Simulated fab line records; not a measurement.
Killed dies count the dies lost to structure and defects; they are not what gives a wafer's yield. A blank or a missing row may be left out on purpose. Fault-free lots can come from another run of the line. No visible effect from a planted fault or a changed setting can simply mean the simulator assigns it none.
Split-lot experiment :: flow sfq-line :: 23 wafers read from 5 lots, route of 325 steps

## THE SPLIT
At SFQ_TRILAYER_JJ_TRILAYER_DEP_SPUTTER_109 (material Nb, target thk 150 nm, time 100 s), the setting power-w was moved away from the recipe's 2000 W on 4 of the 23 wafers read, by -12.0% to +4.2%. The other wafers ran this setting at the recipe's value.

## FROM THE SPLIT TO THE READING: what the file shows between them, 5 steps
- SFQ_TRILAYER_JJ_CE_LITHO_PEB_117: peb time 60 s (also split here: peb-time-s)
- SFQ_TRILAYER_JJ_CE_LITHO_DEVELOP_116: time 60 s
- SFQ_TRILAYER_JJ_CE_METRO_MEASURE_117
- SFQ_TRILAYER_JJ_CE_BARC_OPEN_RIE_150: chemistry O2, target BARC, target depth 240 nm, time 80 s (also split here: bias-w)
- SFQ_TRILAYER_M5_LITHO_COAT_123: resist thk 600 nm (also split here: spin-rpm)

## THE READING
oes-product-au, in a.u., at SFQ_TRILAYER_M5_ETCH_METAL_ETCH_126 (etches Nb in Cl2/BCl3, stops on SiO2, time 203.2 s, target depth 265 nm). Fault-free wafers of this fab line usually give 0.728 a.u., standard deviation 0.0062 a.u.

wafer: L074.1
tool, chamber at the split: pvd-sputter-03, -
power-w as run, W: 2085
against the recipe: +4.2%
oes-product-au, a.u.: 0.736
against lot-mates on the recipe: +0.008

wafer: L074.3
tool, chamber at the split: pvd-sputter-03, -
power-w as run, W: 2000
against the recipe: recipe
oes-product-au, a.u.: 0.723
against lot-mates on the recipe: -

wafer: L074.4
tool, chamber at the split: pvd-sputter-03, -
power-w as run, W: 2000
against the recipe: recipe
oes-product-au, a.u.: 0.732
against lot-mates on the recipe: -

wafer: L074.5
tool, chamber at the split: pvd-sputter-03, -
power-w as run, W: 2085
against the recipe: +4.2%
oes-product-au, a.u.: 0.733
against lot-mates on the recipe: +0.005

wafer: L074.6
tool, chamber at the split: pvd-sputter-03, -
power-w as run, W: 2000
against the recipe: recipe
oes-product-au, a.u.: 0.730
against lot-mates on the recipe: -

wafer: L076.1
tool, chamber at the split: pvd-sputter-03, -
power-w as run, W: 2000
against the recipe: recipe
oes-product-au, a.u.: 0.721
against lot-mates on the recipe: -

wafer: L076.3
tool, chamber at the split: pvd-sputter-03, -
power-w as run, W: 2000
against the recipe: recipe
oes-product-au, a.u.: 0.731
against lot-mates on the recipe: -

wafer: L076.4
tool, chamber at the split: pvd-sputter-03, -
power-w as run, W: 2000
against the recipe: recipe
oes-product-au, a.u.: 0.729
against lot-mates on the recipe: -

wafer: L076.5
tool, chamber at the split: pvd-sputter-03, -
power-w as run, W: 2000
against the recipe: recipe
oes-product-au, a.u.: 0.726
against lot-mates on the recipe: -

wafer: L076.6
tool, chamber at the split: pvd-sputter-03, -
power-w as run, W: 2000
against the recipe: recipe
oes-product-au, a.u.: 0.731
against lot-mates on the recipe: -

wafer: L077.2
tool, chamber at the split: pvd-sputter-03, -
power-w as run, W: 1761
against the recipe: -12.0%
oes-product-au, a.u.: 0.692
against lot-mates on the recipe: -0.035

wafer: L077.3
tool, chamber at the split: pvd-sputter-03, -
power-w as run, W: 1761
against the recipe: -12.0%
oes-product-au, a.u.: 0.693
against lot-mates on the recipe: -0.034

wafer: L077.4
tool, chamber at the split: pvd-sputter-03, -
power-w as run, W: 2000
against the recipe: recipe
oes-product-au, a.u.: 0.726
against lot-mates on the recipe: -

wafer: L077.5
tool, chamber at the split: pvd-sputter-03, -
power-w as run, W: 2000
against the recipe: recipe
oes-product-au, a.u.: 0.727
against lot-mates on the recipe: -

wafer: L077.6
tool, chamber at the split: pvd-sputter-03, -
power-w as run, W: 2000
against the recipe: recipe
oes-product-au, a.u.: 0.729
against lot-mates on the recipe: -

wafer: L083.1
tool, chamber at the split: pvd-sputter-05, -
power-w as run, W: 2000
against the recipe: recipe
oes-product-au, a.u.: 0.723
against lot-mates on the recipe: -

wafer: L083.2
tool, chamber at the split: pvd-sputter-05, -
power-w as run, W: 2000
against the recipe: recipe
oes-product-au, a.u.: 0.735
against lot-mates on the recipe: -

wafer: L083.3
tool, chamber at the split: pvd-sputter-05, -
power-w as run, W: 2000
against the recipe: recipe
oes-product-au, a.u.: 0.726
against lot-mates on the recipe: -

wafer: L083.4
tool, chamber at the split: pvd-sputter-05, -
power-w as run, W: 2000
against the recipe: recipe
oes-product-au, a.u.: 0.730
against lot-mates on the recipe: -

wafer: L083.5
tool, chamber at the split: pvd-sputter-05, -
power-w as run, W: 2000
against the recipe: recipe
oes-product-au, a.u.: 0.721
against lot-mates on the recipe: -

wafer: L085.2
tool, chamber at the split: pvd-sputter-05, -
power-w as run, W: 2000
against the recipe: recipe
oes-product-au, a.u.: 0.732
against lot-mates on the recipe: -

wafer: L085.4
tool, chamber at the split: pvd-sputter-05, -
power-w as run, W: 2000
against the recipe: recipe
oes-product-au, a.u.: 0.729
against lot-mates on the recipe: -

wafer: L085.5
tool, chamber at the split: pvd-sputter-05, -
power-w as run, W: 2000
against the recipe: recipe
oes-product-au, a.u.: 0.730
against lot-mates on the recipe: -

FIT RESULTS
A straight line over all 23 wafers: oes-product-au changes by +0.00278 a.u. for each +1% of power-w; r = +0.94; the points scatter about the line by 0.004 a.u.
The same after taking each lot's own level away (the mean of its wafers on the recipe; 23 wafers): +0.00272 a.u. for each +1%; r = +0.94; scatter 0.0039 a.u.
According to that fit, moving power-w by its largest amount changes the reading by 0.032 a.u.
Across the lots, their own levels run from 0.7270 to 0.7303 a.u., a range of 0.5 times the standard deviation given above.
Consequently the slope shifts little with the lot-to-lot level, the two slopes agreeing.
Check: -0.0314 a.u. against its lot-mates is what the line predicts for one of the wafers moved furthest among these (-12.0%) when that wafer is left out of the fit. It came out at -0.0353 a.u. against them.

## OTHER SPLITS APPLIED TO THESE WAFERS
Note: prior to the reading, these wafers also went through further splits. Each is held against what the fit with the lots' levels taken away leaves over:
other split on the same wafers: SFQ_TRILAYER_I4_VIA_LITHO_COAT_103 resist-thk-nm
wafers away from the commonest value: 8
r with oes-product-au (lot level and that fit taken away): -0.20

other split on the same wafers: SFQ_TRILAYER_JJ_CE_LITHO_PEB_117 peb-time-s
wafers away from the commonest value: 5
r with oes-product-au (lot level and that fit taken away): -0.10

other split on the same wafers: SFQ_TRILAYER_JJ_CE_BARC_OPEN_RIE_150 bias-w
wafers away from the commonest value: 7
r with oes-product-au (lot level and that fit taken away): +0.05

other split on the same wafers: SFQ_TRILAYER_M5_LITHO_COAT_123 spin-rpm
wafers away from the commonest value: 9
r with oes-product-au (lot level and that fit taken away): -0.07

## THE WHOLE CHAIN: every reading that the file lists as answering this split, in the file's order
step: SFQ_TRILAYER_JJ_TRILAYER_DEP_SPUTTER_109
what it does: material Nb, target thk 150 nm, time 100 s
reading: Nb_of_TRILAYER_JJ_TRILAYER_DEP_SPUTTER_109.thk-nm (the simulator's own value, which no gauge read)
change (the file's fit): +1.26 nm for each +1% of the setting
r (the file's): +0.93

step: SFQ_TRILAYER_M5_ETCH_METAL_ETCH_126
what it does: etches Nb in Cl2/BCl3, stops on SiO2, time 203.2 s, target depth 265 nm
reading: oes-product-au
change (the file's fit): +0.00274 a.u. for each +1% of the setting
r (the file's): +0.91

step: SFQ_TRILAYER_M5_ETCH_METAL_ETCH_126
what it does: etches Nb in Cl2/BCl3, stops on SiO2, time 203.2 s, target depth 265 nm
reading: M5.feature-depth-nm (the simulator's own value, which no gauge read)
change (the file's fit): +1.25 nm for each +1% of the setting
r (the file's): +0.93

## THE FILE'S OWN FIT
oes-product-au changes by +0.00274 a.u. for each +1% of power-w, r = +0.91.
